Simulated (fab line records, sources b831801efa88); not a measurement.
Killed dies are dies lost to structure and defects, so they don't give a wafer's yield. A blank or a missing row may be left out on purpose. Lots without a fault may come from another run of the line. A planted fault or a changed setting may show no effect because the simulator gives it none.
A struck lot beside a sound one | flow gf180mcu | 17 steps out of a route of 602
Sound: wafers L676.1, L676.4, L676.6. Struck: wafer L675.6. (L675.1, L675.4 of the same lot were not struck and are left out.) The cause comes at the end.
At each step with rows: each side's tool, then ch and its chambers, then its first start. Under that, the readings that differ: sound wafers | struck wafers | difference of the means | sigmas: that difference in standard deviations of wafers without a fault.
alike: readings whose means differ by less than 2 such deviations, and words and numbers that are the same on both sides. not compared: withheld readings, readings that some wafer has no value for, bounds like >300 that may hide the same value, and numbers for which the record gives no deviation and whose values overlap.
The two part at a step that has a row with sigmas, a row that says differs or no value, or rows on one side only. Numbers that don't overlap but have no deviation are shown without sigmas and don't part them. A reading that every wafer of one side lacks parts them only if that side has two wafers or more.

first, 4 steps without rows for these wafers: GF_M3_SOFTBAKE_10 (time 60 s); GF_M3_EXPOSE_11 (exposes mask Metal3, target cd 280 nm); GF_M3_PEB_12 (peb time 90 s); GF_M3_DEVELOP_13 (develop time 60 s).
GF_M3_CD_MEAS_14: target cd 280 nm.
  sound on cd_sem-01, day 26 12:27; struck on cd_sem-01, day 26 09:08
  alike: cd_nm
GF_M3_OVL_MEAS_15:
  sound on overlay-01, day 26 12:34; struck on overlay-02, day 26 09:16
  alike: M3_OVL
GF_M3_METAL_ETCH_16: etches the open film in Cl2/BCl3, stops on SiO2, target depth 750.8 nm, time 125.1 s.
  sound on rie_metal-02 ch 1, day 26 12:37; struck on rie_metal-04 ch 1, day 26 09:18
  alike: drypump_motor_current_A, oes_product_au, throttle_valve_pct
  not compared: rf_hours_counter_h
GF_M3_STRIP_17: strips in O2/N2.
  sound on plasma_asher-02 ch 0,1, day 26 12:52; struck on plasma_asher-04 ch 0, day 26 09:26
  alike: drypump_motor_current_A, heater_power_w, n2_flow_sccm, oes_product_au, strip_time_to_endpoint_s
  not compared: rf_hours_counter_h
then, 3 steps without rows for these wafers: GF_M3_STRIP_18 (strips in post etch residue remover, time 1200 s); GF_M3_CLEAN_19 (cleans in DIW); GF_V3_CVD_00 (deposits SiO2, target thk 600 nm, time 100 s).
GF_V3_THK_MEAS_01:
  sound on film_metro-04, day 26 13:28; struck on film_metro-01, day 26 10:04
  alike: V3_CVD_00_THK
GF_V3_CVD_02: deposits SiO2 from TEOS, target thk 850 nm, time 94.851 s.
  sound on pecvd-03 ch 0,1,2, day 26 13:32; struck on pecvd-01 ch 2, day 26 10:08
  reading                             | sound             | struck | difference | sigmas
  run_length_s (s)                    | 122.9 121.9 122.5 | 114.3  | -8.1       | -15
  model.SiO2_of_V3_CVD_02.thk_nm (nm) | 842.2 859.5 856.9 | 785.4  | -67.5      |
  alike: heater_power_w
GF_V3_THK_MEAS_03:
  sound on film_metro-01, day 26 13:36; struck on film_metro-01, day 26 10:12
  reading            | sound       | struck | difference | sigmas
  V3_CVD_02_THK (nm) | 842 859 857 | 785    | -68        | -6
GF_V3_CMP_04: polishes SiO2.
  sound on cmp-02 ch 0,2, day 26 13:43; struck on cmp-02 ch 1, day 26 10:16
  reading                | sound    | struck | difference | sigmas
  time_to_endpoint_s (s) | 86 98 92 | 59     | -33        | -5
  alike: motor_current_A, slurry_flow_ml_min
GF_V3_BOW_MEAS_05:
  sound on film_metro-03, day 26 13:58; struck on film_metro-01, day 26 10:34
  alike: V3_BOW
then, 1 step without rows for these wafers: GF_PASSIVATION_PROBE_99.

WHERE THEY PART
First at GF_V3_CVD_02; last, within this record, at GF_V3_CMP_04. Later steps at which nothing parts them and some readings are alike: GF_V3_BOW_MEAS_05.

WHY: what the simulator had put in
Process parameter drift: pecvd-01, from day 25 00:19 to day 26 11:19, at GF_V3_CVD_02. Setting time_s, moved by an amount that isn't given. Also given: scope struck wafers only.
